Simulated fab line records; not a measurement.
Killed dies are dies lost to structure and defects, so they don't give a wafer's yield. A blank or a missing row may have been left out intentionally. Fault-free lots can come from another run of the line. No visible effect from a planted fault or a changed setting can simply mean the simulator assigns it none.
Tool commonality check ; flow sky130 ; Sampled: 12 lots, 45 wafers

== WHAT PROMPTED THE OPENING ==
3 of 12 lots carry a flag on the reading LDD_P_TW at SKY_LDD_P_TW_MEAS_11. No-fault wafers: 635, standard deviation 6.3.
Rule: flag the lot when none of its wafers has a number, or when each of its wafers that has one lies beyond 4 standard deviations from that mean. As for the other lots, they are considered sound.

lot;measured;on;LDD_P_TW, wafer by wafer;flag
L176;day 19 04:12;film metro-03;632 633 634;
L178;day 19 20:42;film metro-01;642 644 644;
L179;day 20 10:16;film metro-01;643 641 645;
L181;day 21 01:28;film metro-04;628 630 625;
L184;day 22 04:56;film metro-03;638 638 640;
L185;day 22 14:44;film metro-04;631 634 631;
L193;day 25 06:40;film metro-04;30 30 30 30 30 30;FLAGGED
L194;day 25 15:49;film metro-04;30 30 30 30 30 30;FLAGGED
L195;day 25 21:04;film metro-03;30 30 30 30 30 30;FLAGGED
L196;day 26 03:25;film metro-04;625 628 629;
L198;day 27 01:59;film metro-04;631 629 630;
L199;day 27 12:48;film metro-01;638 642 637;
Average over the flagged lots: 30; offset from the usual -605, equal to -96 standard deviations.

== WHICH TOOL RAN EACH LOT ==
Before the reading, the record contains 2 process steps out of a 708-step route. Cell contents, in order: the tool; ch with the chambers the sampled wafers went through; the start.
lot;flag;SKY_LDD_N_STRIP_16;SKY_LDD_P_STRIP_10
L176;;plasma asher-01 ch 0,1, day 17 21:30;plasma asher-03 ch 0,1, day 19 04:06
L178;;plasma asher-04 ch 0, day 18 13:09;plasma asher-04 ch 0,1, day 19 20:36
L179;;plasma asher-02 ch 0,1, day 19 02:57;plasma asher-01 ch 0,1, day 20 10:10
L181;;plasma asher-04 ch 0,1, day 19 18:24;plasma asher-01 ch 0,1, day 21 01:21
L184;;plasma asher-04 ch 0,1, day 20 21:17;plasma asher-01 ch 0,1, day 22 04:51
L185;;plasma asher-04 ch 0,1, day 21 07:06;plasma asher-01 ch 0,1, day 22 14:37
L193;FLAGGED;plasma asher-04 ch 0,1, day 24 00:24;plasma asher-01 ch 0,1, day 25 06:34
L194;FLAGGED;plasma asher-01 ch 0,1, day 24 09:29;plasma asher-03 ch 0,1, day 25 15:44
L195;FLAGGED;plasma asher-04 ch 0,1, day 24 14:56;plasma asher-01 ch 0,1, day 25 20:58
L196;;plasma asher-01 ch 0,1, day 24 22:05;plasma asher-03 ch 0,1, day 26 03:20
L198;;plasma asher-02 ch 0,1, day 25 18:47;plasma asher-01 ch 0,1, day 27 01:53
L199;;plasma asher-02 ch 0,1, day 26 07:23;plasma asher-04 ch 0,1, day 27 12:42
What is done by these steps:
- SKY_LDD_N_STRIP_16: strips in O2/N2.
- SKY_LDD_P_STRIP_10: strips in O2/N2.
- SKY_LDD_P_TW_MEAS_11

== FLAGGED OVER TOTAL, TOOL BY TOOL (the gauges that took the reading come last) ==
step;tool;lots run;flagged;share of the flagged lots;sound lots run after its first flagged lot
SKY_LDD_N_STRIP_16;plasma asher-01;3;1;some;1 (L196)
SKY_LDD_N_STRIP_16;plasma asher-02;3;0;none;-
SKY_LDD_N_STRIP_16;plasma asher-04;6;2;some;0
SKY_LDD_P_STRIP_10;plasma asher-01;7;2;some;1 (L198)
SKY_LDD_P_STRIP_10;plasma asher-03;3;1;some;1 (L196)
SKY_LDD_P_STRIP_10;plasma asher-04;2;0;none;-
SKY_LDD_P_TW_MEAS_11;film metro-01;3;0;none;-
SKY_LDD_P_TW_MEAS_11;film metro-03;3;1;some;0
SKY_LDD_P_TW_MEAS_11;film metro-04;6;2;some;2 (L196,L198)

== WHAT IS ALLOWED BY THE TABLE ==
No row of the table ran every flagged lot.

== WHAT THE SIMULATOR HAD INSERTED ==
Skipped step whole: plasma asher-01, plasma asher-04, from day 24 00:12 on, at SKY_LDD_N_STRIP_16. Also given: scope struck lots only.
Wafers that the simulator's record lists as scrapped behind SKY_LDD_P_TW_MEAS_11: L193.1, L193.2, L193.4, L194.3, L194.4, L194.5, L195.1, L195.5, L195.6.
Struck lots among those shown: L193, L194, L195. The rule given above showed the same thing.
